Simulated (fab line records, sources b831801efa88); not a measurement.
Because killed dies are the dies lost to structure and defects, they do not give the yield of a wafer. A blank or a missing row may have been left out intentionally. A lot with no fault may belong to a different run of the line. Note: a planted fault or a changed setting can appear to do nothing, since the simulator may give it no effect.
fab line records / flow sky130 / part 2 of 2: steps 25 to 32 of 32
record: lots: 5 wafers: 15 lastDay: 50
route steps=708 shown NWELL@71 PWDE@84 VT_ADJUST_HVTP@85 VT_ADJUST_LVTN@97
lots that met no fault: from a run of the same line without faults
startH: hours from the record's opening day to when the first of the lot's shown wafers began / waitH: hours from the lot's prior step to this one / " identical to the entry in the row above / L1.1+2: a single row standing in for several wafers / - value missing, or start not given / * or withheld: withheld / < > ~ a bound
route shown NAME@n: names a module that has steps shown in the file, with the first one's number in the route / usual: mean and standard deviation over wafers with no fault / same: alike in all rows / chamber/n: place in a boat / sites: each site's reading / _std_site: their standard deviation / _edge_site: outer sites' mean less inner sites' / radiusMm: for every site, how far away it sits from the centre of the wafer / mask NAME#n: copy n / behind: the tool/chamber that last shaped the wafer / hold: the reason the lot was held/the length of the hold in hours/how it ended / device: the n, p or np transistor that did not switch / end of line: the route-end tests of the same wafers / step lacking rows: just its recipe / killed: the dies lost at the first sort to structure and to defects; this is not the yield of the wafer / map: dies across one wafer; x = killed, . = not, _ = none there
set.NAME: the run value of the setting; set.NAME@STEP: its run value at that earlier step / model.NAME: the simulator's own value behind a step, which no gauge read
lots at selected steps of the route; one table per step, one row per wafer
services: when a tool's chamber went out of use (startH, in hours from the record's first day, below 0 if earlier), for how many hours, and the reason
== steps ==
step: SKY_VT_ADJUST_HVTP_TW_MEAS_11
usual: VT_ADJUST_HVTP_TW: 1348/8.2
lot.wafer=L083.2 tool=filmMetro-03 chamber=- startH=179.00 waitH=0.1 VT_ADJUST_HVTP_TW=1356
lot.wafer=L083.5 tool=filmMetro-03 chamber=- startH=179.00 waitH=0.1 VT_ADJUST_HVTP_TW=1361
lot.wafer=L083.6 tool=filmMetro-03 chamber=- startH=179.00 waitH=0.1 VT_ADJUST_HVTP_TW=1364
lot.wafer=L089.1 tool=filmMetro-04 chamber=- startH=213.94 waitH=0.1 VT_ADJUST_HVTP_TW=1344
lot.wafer=L089.5 tool=filmMetro-04 chamber=- startH=213.94 waitH=0.1 VT_ADJUST_HVTP_TW=1343
lot.wafer=L089.6 tool=filmMetro-04 chamber=- startH=213.94 waitH=0.1 VT_ADJUST_HVTP_TW=1344
lot.wafer=L093.1 tool=filmMetro-03 chamber=- startH=237.15 waitH=0.1 VT_ADJUST_HVTP_TW=1354
lot.wafer=L093.4 tool=filmMetro-03 chamber=- startH=237.15 waitH=0.1 VT_ADJUST_HVTP_TW=1354
lot.wafer=L093.5 tool=filmMetro-03 chamber=- startH=237.15 waitH=0.1 VT_ADJUST_HVTP_TW=1352
lot.wafer=L095.1 tool=filmMetro-01 chamber=- startH=256.44 waitH=0.1 VT_ADJUST_HVTP_TW=1352
lot.wafer=L095.3 tool=filmMetro-01 chamber=- startH=256.44 waitH=0.1 VT_ADJUST_HVTP_TW=1340
lot.wafer=L095.4 tool=filmMetro-01 chamber=- startH=256.44 waitH=0.1 VT_ADJUST_HVTP_TW=1341
lot.wafer=L097.2 tool=filmMetro-03 chamber=- startH=267.49 waitH=0.1 VT_ADJUST_HVTP_TW=1340
lot.wafer=L097.4 tool=filmMetro-03 chamber=- startH=267.49 waitH=0.1 VT_ADJUST_HVTP_TW=1343
lot.wafer=L097.5 tool=filmMetro-03 chamber=- startH=267.49 waitH=0.1 VT_ADJUST_HVTP_TW=1354
step: SKY_VT_ADJUST_LVTN_DEHYDRATE_00
recipe: tempC: 200 timeS: 60
usual: heaterPowerTotalW: 160.36/0.11 resistLineTempC: 23.01/0.11
lot.wafer=L083.2 tool=lithoTrack-02 chamber=0 startH=188.81 waitH=9.8 heaterPowerTotalW=160.22 resistLineTempC=23.15
lot.wafer=L083.5 tool=lithoTrack-02 chamber=0 startH=188.81 waitH=9.8 heaterPowerTotalW=160.11 resistLineTempC=23.01
lot.wafer=L083.6 tool=lithoTrack-02 chamber=0 startH=188.81 waitH=9.8 heaterPowerTotalW=160.55 resistLineTempC=23.04
lot.wafer=L089.1 tool=lithoTrack-04 chamber=0 startH=224.76 waitH=10.8 heaterPowerTotalW=160.33 resistLineTempC=22.73
lot.wafer=L089.5 tool=lithoTrack-04 chamber=0 startH=224.76 waitH=10.8 heaterPowerTotalW=160.32 resistLineTempC=22.94
lot.wafer=L089.6 tool=lithoTrack-04 chamber=0 startH=224.76 waitH=10.8 heaterPowerTotalW=160.30 resistLineTempC=22.89
lot.wafer=L093.1 tool=lithoTrack-03 chamber=0 startH=247.81 waitH=10.6 heaterPowerTotalW=160.34 resistLineTempC=23.23
lot.wafer=L093.4 tool=lithoTrack-03 chamber=0 startH=247.81 waitH=10.6 heaterPowerTotalW=160.56 resistLineTempC=23.10
lot.wafer=L093.5 tool=lithoTrack-03 chamber=0 startH=247.81 waitH=10.6 heaterPowerTotalW=160.30 resistLineTempC=23.10
lot.wafer=L095.1 tool=lithoTrack-04 chamber=0 startH=267.06 waitH=10.6 heaterPowerTotalW=160.22 resistLineTempC=23.08
lot.wafer=L095.3 tool=lithoTrack-04 chamber=0 startH=267.06 waitH=10.6 heaterPowerTotalW=160.29 resistLineTempC=23.04
lot.wafer=L095.4 tool=lithoTrack-04 chamber=0 startH=267.06 waitH=10.6 heaterPowerTotalW=160.37 resistLineTempC=22.94
lot.wafer=L097.2 tool=lithoTrack-02 chamber=0 startH=278.11 waitH=10.6 heaterPowerTotalW=160.43 resistLineTempC=22.91
lot.wafer=L097.4 tool=lithoTrack-02 chamber=0 startH=278.11 waitH=10.6 heaterPowerTotalW=160.44 resistLineTempC=23.07
lot.wafer=L097.5 tool=lithoTrack-02 chamber=0 startH=278.11 waitH=10.6 heaterPowerTotalW=160.33 resistLineTempC=23.16
step: SKY_VT_ADJUST_LVTN_HMDS_01
recipe: primeTimeS: 60 primeTempC: 120
usual: resistLineTempC: 22.99/0.11
same: primeTimeS: 60
lot.wafer=L083.2 tool=lithoTrack-02 chamber=0 startH=188.96 waitH=0.1 resistLineTempC=22.88
lot.wafer=L083.5 tool=lithoTrack-02 chamber=0 startH=188.96 waitH=0.1 resistLineTempC=23.03
lot.wafer=L083.6 tool=lithoTrack-02 chamber=0 startH=188.96 waitH=0.1 resistLineTempC=22.95
lot.wafer=L089.1 tool=lithoTrack-04 chamber=0 startH=224.91 waitH=0.1 resistLineTempC=23.12
lot.wafer=L089.5 tool=lithoTrack-04 chamber=0 startH=224.91 waitH=0.1 resistLineTempC=23.12
lot.wafer=L089.6 tool=lithoTrack-04 chamber=0 startH=224.91 waitH=0.1 resistLineTempC=22.92
lot.wafer=L093.1 tool=lithoTrack-03 chamber=0 startH=247.96 waitH=0.1 resistLineTempC=23.09
lot.wafer=L093.4 tool=lithoTrack-03 chamber=0 startH=247.96 waitH=0.1 resistLineTempC=23.04
lot.wafer=L093.5 tool=lithoTrack-03 chamber=0 startH=247.96 waitH=0.1 resistLineTempC=23.01
lot.wafer=L095.1 tool=lithoTrack-04 chamber=0 startH=267.21 waitH=0.1 resistLineTempC=22.84
lot.wafer=L095.3 tool=lithoTrack-04 chamber=0 startH=267.21 waitH=0.1 resistLineTempC=23.03
lot.wafer=L095.4 tool=lithoTrack-04 chamber=0 startH=267.21 waitH=0.1 resistLineTempC=22.97
lot.wafer=L097.2 tool=lithoTrack-02 chamber=0 startH=278.26 waitH=0.1 resistLineTempC=22.91
lot.wafer=L097.4 tool=lithoTrack-02 chamber=0 startH=278.26 waitH=0.1 resistLineTempC=23.01
lot.wafer=L097.5 tool=lithoTrack-02 chamber=0 startH=278.26 waitH=0.1 resistLineTempC=23.07
step: SKY_VT_ADJUST_LVTN_COAT_02
recipe: spinRpm: 2000 resistThkNm: 3000
usual: resistLineTempC: 22.99/0.1
lot.wafer=L083.2 tool=lithoTrack-02 chamber=0 startH=189.11 waitH=0.1 resistLineTempC=23.04
lot.wafer=L083.5 tool=lithoTrack-02 chamber=0 startH=189.11 waitH=0.1 resistLineTempC=23.05
lot.wafer=L083.6 tool=lithoTrack-02 chamber=0 startH=189.11 waitH=0.1 resistLineTempC=22.88
lot.wafer=L089.1 tool=lithoTrack-04 chamber=0 startH=225.06 waitH=0.1 resistLineTempC=23.01
lot.wafer=L089.5 tool=lithoTrack-04 chamber=0 startH=225.06 waitH=0.1 resistLineTempC=22.96
lot.wafer=L089.6 tool=lithoTrack-04 chamber=0 startH=225.06 waitH=0.1 resistLineTempC=23.00
lot.wafer=L093.1 tool=lithoTrack-03 chamber=0 startH=248.11 waitH=0.1 resistLineTempC=22.95
lot.wafer=L093.4 tool=lithoTrack-03 chamber=0 startH=248.11 waitH=0.1 resistLineTempC=22.95
lot.wafer=L093.5 tool=lithoTrack-03 chamber=0 startH=248.11 waitH=0.1 resistLineTempC=22.85
lot.wafer=L095.1 tool=lithoTrack-04 chamber=0 startH=267.36 waitH=0.1 resistLineTempC=23.02
lot.wafer=L095.3 tool=lithoTrack-04 chamber=0 startH=267.36 waitH=0.1 resistLineTempC=22.89
lot.wafer=L095.4 tool=lithoTrack-04 chamber=0 startH=267.36 waitH=0.1 resistLineTempC=22.90
lot.wafer=L097.2 tool=lithoTrack-02 chamber=0 startH=278.41 waitH=0.1 resistLineTempC=22.96
lot.wafer=L097.4 tool=lithoTrack-02 chamber=0 startH=278.41 waitH=0.1 resistLineTempC=22.91
lot.wafer=L097.5 tool=lithoTrack-02 chamber=0 startH=278.41 waitH=0.1 resistLineTempC=22.96
step: SKY_VT_ADJUST_LVTN_SOFTBAKE_03
recipe: tempC: 110 timeS: withheld
usual: heaterPowerTotalW: 65.32/0.14 resistLineTempC: 23.00/0.12
lot.wafer=L083.2 tool=lithoTrack-02 chamber=0 startH=189.26 waitH=0.1 heaterPowerTotalW=65.56 resistLineTempC=23.23
lot.wafer=L083.5 tool=lithoTrack-02 chamber=0 startH=189.26 waitH=0.1 heaterPowerTotalW=65.45 resistLineTempC=23.12
lot.wafer=L083.6 tool=lithoTrack-02 chamber=0 startH=189.26 waitH=0.1 heaterPowerTotalW=65.18 resistLineTempC=23.08
lot.wafer=L089.1 tool=lithoTrack-04 chamber=0 startH=225.21 waitH=0.1 heaterPowerTotalW=65.18 resistLineTempC=22.97
lot.wafer=L089.5 tool=lithoTrack-04 chamber=0 startH=225.21 waitH=0.1 heaterPowerTotalW=65.27 resistLineTempC=22.98
lot.wafer=L089.6 tool=lithoTrack-04 chamber=0 startH=225.21 waitH=0.1 heaterPowerTotalW=65.23 resistLineTempC=22.82
lot.wafer=L093.1 tool=lithoTrack-03 chamber=0 startH=248.26 waitH=0.1 heaterPowerTotalW=65.38 resistLineTempC=23.00
lot.wafer=L093.4 tool=lithoTrack-03 chamber=0 startH=248.26 waitH=0.1 heaterPowerTotalW=65.13 resistLineTempC=23.11
lot.wafer=L093.5 tool=lithoTrack-03 chamber=0 startH=248.26 waitH=0.1 heaterPowerTotalW=65.38 resistLineTempC=22.88
lot.wafer=L095.1 tool=lithoTrack-04 chamber=0 startH=267.51 waitH=0.1 heaterPowerTotalW=65.58 resistLineTempC=22.98
lot.wafer=L095.3 tool=lithoTrack-04 chamber=0 startH=267.51 waitH=0.1 heaterPowerTotalW=65.19 resistLineTempC=23.09
lot.wafer=L095.4 tool=lithoTrack-04 chamber=0 startH=267.51 waitH=0.1 heaterPowerTotalW=65.20 resistLineTempC=22.96
lot.wafer=L097.2 tool=lithoTrack-02 chamber=0 startH=278.56 waitH=0.1 heaterPowerTotalW=65.36 resistLineTempC=23.00
lot.wafer=L097.4 tool=lithoTrack-02 chamber=0 startH=278.56 waitH=0.1 heaterPowerTotalW=65.21 resistLineTempC=23.11
lot.wafer=L097.5 tool=lithoTrack-02 chamber=0 startH=278.56 waitH=0.1 heaterPowerTotalW=65.41 resistLineTempC=23.11
step: SKY_VT_ADJUST_LVTN_EXPOSE_04
recipe: maskId: NWM_COMPLEMENT_LESS_NATIVE na: 0.6 sourceShape: conventional sigmaOuter: 0.6 polarization: unpolarized targetCdNm: 840 doseMj: 194
usual: focusOffsetNm: 0.1/0.54
lot.wafer=L083.2 tool=ilineStepper-01 chamber=0 startH=- waitH=- mask=NWM_COMPLEMENT_LESS_NATIVE#0 focusOffsetNm=0.1
lot.wafer=L083.5 tool=ilineStepper-01 chamber=0 startH=- waitH=- mask=NWM_COMPLEMENT_LESS_NATIVE#0 focusOffsetNm=-0.3
lot.wafer=L083.6 tool=ilineStepper-01 chamber=0 startH=- waitH=- mask=NWM_COMPLEMENT_LESS_NATIVE#0 focusOffsetNm=-0.3
lot.wafer=L089.1 tool=ilineStepper-02 chamber=0 startH=- waitH=- mask=NWM_COMPLEMENT_LESS_NATIVE#0 focusOffsetNm=-0.1
lot.wafer=L089.5 tool=ilineStepper-02 chamber=0 startH=- waitH=- mask=NWM_COMPLEMENT_LESS_NATIVE#0 focusOffsetNm=0.4
lot.wafer=L089.6 tool=ilineStepper-02 chamber=0 startH=- waitH=- mask=NWM_COMPLEMENT_LESS_NATIVE#0 focusOffsetNm=0.0
lot.wafer=L093.1 tool=ilineStepper-01 chamber=0 startH=- waitH=- mask=NWM_COMPLEMENT_LESS_NATIVE#0 focusOffsetNm=0.6
lot.wafer=L093.4 tool=ilineStepper-01 chamber=0 startH=- waitH=- mask=NWM_COMPLEMENT_LESS_NATIVE#0 focusOffsetNm=0.8
lot.wafer=L093.5 tool=ilineStepper-01 chamber=0 startH=- waitH=- mask=NWM_COMPLEMENT_LESS_NATIVE#0 focusOffsetNm=0.3
lot.wafer=L095.1 tool=ilineStepper-02 chamber=0 startH=- waitH=- mask=NWM_COMPLEMENT_LESS_NATIVE#0 focusOffsetNm=0.6
lot.wafer=L095.3 tool=ilineStepper-02 chamber=0 startH=- waitH=- mask=NWM_COMPLEMENT_LESS_NATIVE#0 focusOffsetNm=0.7
lot.wafer=L095.4 tool=ilineStepper-02 chamber=0 startH=- waitH=- mask=NWM_COMPLEMENT_LESS_NATIVE#0 focusOffsetNm=0.2
lot.wafer=L097.2 tool=ilineStepper-01 chamber=0 startH=- waitH=- mask=NWM_COMPLEMENT_LESS_NATIVE#0 focusOffsetNm=0.0
lot.wafer=L097.4 tool=ilineStepper-01 chamber=0 startH=- waitH=- mask=NWM_COMPLEMENT_LESS_NATIVE#0 focusOffsetNm=-1.0
lot.wafer=L097.5 tool=ilineStepper-01 chamber=0 startH=- waitH=- mask=NWM_COMPLEMENT_LESS_NATIVE#0 focusOffsetNm=-0.4
step: SKY_VT_ADJUST_LVTN_PEB_05
recipe: tempC: 115 timeS: withheld
usual: heaterPowerTotalW: 69.34/0.14 resistLineTempC: 22.98/0.11
lot.wafer=L083.2 tool=lithoTrack-03 chamber=0 startH=- waitH=- heaterPowerTotalW=69.16 resistLineTempC=23.02
lot.wafer=L083.5 tool=lithoTrack-03 chamber=0 startH=- waitH=- heaterPowerTotalW=69.46 resistLineTempC=22.93
lot.wafer=L083.6 tool=lithoTrack-03 chamber=0 startH=- waitH=- heaterPowerTotalW=69.15 resistLineTempC=23.18
lot.wafer=L089.1 tool=lithoTrack-02 chamber=0 startH=- waitH=- heaterPowerTotalW=69.36 resistLineTempC=23.09
lot.wafer=L089.5 tool=lithoTrack-02 chamber=0 startH=- waitH=- heaterPowerTotalW=69.36 resistLineTempC=22.92
lot.wafer=L089.6 tool=lithoTrack-02 chamber=0 startH=- waitH=- heaterPowerTotalW=69.44 resistLineTempC=23.10
lot.wafer=L093.1 tool=lithoTrack-04 chamber=0 startH=- waitH=- heaterPowerTotalW=69.19 resistLineTempC=22.80
lot.wafer=L093.4 tool=lithoTrack-04 chamber=0 startH=- waitH=- heaterPowerTotalW=69.32 resistLineTempC=23.08
lot.wafer=L093.5 tool=lithoTrack-04 chamber=0 startH=- waitH=- heaterPowerTotalW=69.43 resistLineTempC=23.01
lot.wafer=L095.1 tool=lithoTrack-03 chamber=0 startH=- waitH=- heaterPowerTotalW=69.40 resistLineTempC=22.94
lot.wafer=L095.3 tool=lithoTrack-03 chamber=0 startH=- waitH=- heaterPowerTotalW=69.34 resistLineTempC=23.02
lot.wafer=L095.4 tool=lithoTrack-03 chamber=0 startH=- waitH=- heaterPowerTotalW=69.19 resistLineTempC=22.87
lot.wafer=L097.2 tool=lithoTrack-04 chamber=0 startH=- waitH=- heaterPowerTotalW=69.16 resistLineTempC=22.86
lot.wafer=L097.4 tool=lithoTrack-04 chamber=0 startH=- waitH=- heaterPowerTotalW=69.20 resistLineTempC=22.87
lot.wafer=L097.5 tool=lithoTrack-04 chamber=0 startH=- waitH=- heaterPowerTotalW=69.27 resistLineTempC=22.92
step: SKY_VT_ADJUST_LVTN_DEVELOP_06
recipe: wallAngleDeg: 90 developer: TMAH developTimeS: 60 devTempC: 23
usual: resistLineTempC: 22.99/0.11
lot.wafer=L083.2 tool=lithoTrack-03 chamber=0 startH=- waitH=- resistLineTempC=23.15
lot.wafer=L083.5 tool=lithoTrack-03 chamber=0 startH=- waitH=- resistLineTempC=23.10
lot.wafer=L083.6 tool=lithoTrack-03 chamber=0 startH=- waitH=- resistLineTempC=23.10
lot.wafer=L089.1 tool=lithoTrack-02 chamber=0 startH=- waitH=- resistLineTempC=22.86
lot.wafer=L089.5 tool=lithoTrack-02 chamber=0 startH=- waitH=- resistLineTempC=22.91
lot.wafer=L089.6 tool=lithoTrack-02 chamber=0 startH=- waitH=- resistLineTempC=22.86
lot.wafer=L093.1 tool=lithoTrack-04 chamber=0 startH=- waitH=- resistLineTempC=22.94
lot.wafer=L093.4 tool=lithoTrack-04 chamber=0 startH=- waitH=- resistLineTempC=22.89
lot.wafer=L093.5 tool=lithoTrack-04 chamber=0 startH=- waitH=- resistLineTempC=22.81
lot.wafer=L095.1 tool=lithoTrack-03 chamber=0 startH=- waitH=- resistLineTempC=22.93
lot.wafer=L095.3 tool=lithoTrack-03 chamber=0 startH=- waitH=- resistLineTempC=22.98
lot.wafer=L095.4 tool=lithoTrack-03 chamber=0 startH=- waitH=- resistLineTempC=22.97
lot.wafer=L097.2 tool=lithoTrack-04 chamber=0 startH=- waitH=- resistLineTempC=23.10
lot.wafer=L097.4 tool=lithoTrack-04 chamber=0 startH=- waitH=- resistLineTempC=22.99
lot.wafer=L097.5 tool=lithoTrack-04 chamber=0 startH=- waitH=- resistLineTempC=23.04
== services ==
tool=implanter-03 chamber=- startH=131.21 hours=12.0 kind=pm
tool=implanter-01 chamber=- startH=134.06 hours=3.4 kind=repair
tool=plasmaAsher-03 chamber=- startH=134.32 hours=4.6 kind=repair
tool=ilineStepper-02 chamber=- startH=139.32 hours=4.3 kind=pm
tool=ilineStepper-01 chamber=- startH=143.65 hours=1.7 kind=pm
tool=implanter-04 chamber=- startH=152.55 hours=3.5 kind=repair
tool=implanter-04 chamber=- startH=156.76 hours=19.5 kind=pm
tool=plasmaAsher-02 chamber=- startH=157.40 hours=0.4 kind=repair
tool=plasmaAsher-02 chamber=- startH=175.27 hours=1.8 kind=repair
tool=implanter-04 chamber=- startH=176.29 hours=3.7 kind=pm
tool=implanter-02 chamber=- startH=188.36 hours=1.1 kind=repair
tool=plasmaAsher-01 chamber=- startH=206.01 hours=6.3 kind=repair
tool=implanter-03 chamber=- startH=206.82 hours=5.8 kind=pm
tool=implanter-01 chamber=- startH=206.83 hours=6.3 kind=pm
tool=implanter-01 chamber=- startH=238.47 hours=2.3 kind=repair
tool=ilineStepper-01 chamber=- startH=250.90 hours=3.5 kind=repair
tool=plasmaAsher-01 chamber=- startH=254.36 hours=20.7 kind=repair
tool=ilineStepper-02 chamber=- startH=263.75 hours=1.7 kind=pm
tool=implanter-04 chamber=- startH=278.83 hours=3.8 kind=repair
tool=implanter-02 chamber=- startH=286.79 hours=3.9 kind=repair
